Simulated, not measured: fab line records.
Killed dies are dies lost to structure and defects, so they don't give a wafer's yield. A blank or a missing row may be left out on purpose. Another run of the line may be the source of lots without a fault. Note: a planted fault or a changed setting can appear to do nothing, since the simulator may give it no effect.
Chamber matching | flow sky130 | SKY_LI_CONTACT_HDPCVD_00 on hdpcvd-02 has 3 sister chambers
The step deposits PSG, target thk 930 nm, time 155 s. 3 wafers are shown with their chamber, then 7 later ones without.

== WAFERS, EACH WITH ITS CHAMBER ==
wafer  | chamber | run-length-s (s)
L233.6 | 2       | 182.9
L234.4 | 1       | 182.0
L242.4 | 0       | 181.5

== WAFERS WHOSE CHAMBER IS MISSING ==
wafer  | run-length-s (s)
L242.5 | 182.6
L246.2 | 182.0
L246.4 | 181.9
L246.6 | 182.7
L249.4 | 182.5
L249.5 | 182.7
L249.6 | 181.5

== EACH ONE'S CHAMBER ==
wafer  | from the rows above     | in truth
L242.5 | can't be placed: 2 or 1 | 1
L246.2 | 1                       | 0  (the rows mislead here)
L246.4 | can't be placed: 1 or 0 | 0
L246.6 | 2                       | 2
L249.4 | can't be placed: 2 or 1 | 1
L249.5 | 2                       | 2
L249.6 | 0                       | 0
Correct placement for 3 of the 7. From these rows, 3 cannot be placed; in 3 the true chamber is one of the candidates. Wrongly placed: 1.
How it was worked out, from the rows above alone: a wafer's distance from a chamber is the root of the sum, over the readings, of the square of ((its reading less the chamber's mean) divided by the reading's scatter). The wafer belongs to the nearest chamber; if the next one is less than 2 further off, it can't be placed. A chamber's mean is the mean of its shown wafers. The scatter: with one shown wafer a chamber, the root of the mean of the squares of how far each hidden wafer lies from its nearest shown one.
